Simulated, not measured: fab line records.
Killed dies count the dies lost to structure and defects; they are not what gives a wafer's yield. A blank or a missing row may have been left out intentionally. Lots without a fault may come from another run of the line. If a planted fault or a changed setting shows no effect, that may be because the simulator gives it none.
The tool behind it: which one? | flow gf180mcu | at 1 step of a route of 602, 6 lots with 18 wafers sampled

WHAT EACH GAUGE READ, for each wafer
GF_M1_CD_MEAS_14: the cd target is 230 nm.
lot  | measured     | on       | cdNm (nm)
L136 | day 17 15:07 | cdSem-01 | 230.9 230.0 231.4
L137 | day 18 03:22 | cdSem-02 | 229.0 229.7 229.1
L144 | day 20 19:04 | cdSem-01 | 231.3 231.3 230.8
L152 | day 23 13:22 | cdSem-02 | 228.1 228.1 228.1
L156 | day 24 12:26 | cdSem-02 | 228.5 229.9 229.1
L157 | day 25 02:42 | cdSem-02 | 230.9 229.6 229.6

WHICH TOOL RAN EACH LOT (tool, then ch and the chambers of the sampled wafers, then the start)
The record shows no process step preceding these readings.

THE ANSWER, worked out from the rows above alone
Rule: the lots themselves supply what counts as usual. The widest of any qualifying gaps counts: lots, ordered by their means at a reading, are off when they make up no more than a third of the lots, leave a main group of 4 or more, and stand apart from it by 3 or more times the standard deviation of that group's means. A main group is skipped when, at the precision printed for the reading in the tables above, its means are all equal. Also off: a lot with no number at a reading for which 4 or more lots have one. All remaining lots with rows at the step are treated as sound.
Nothing can be told from this: no lot is off at any reading shown.

WHAT WAS PUT IN BY THE SIMULATOR
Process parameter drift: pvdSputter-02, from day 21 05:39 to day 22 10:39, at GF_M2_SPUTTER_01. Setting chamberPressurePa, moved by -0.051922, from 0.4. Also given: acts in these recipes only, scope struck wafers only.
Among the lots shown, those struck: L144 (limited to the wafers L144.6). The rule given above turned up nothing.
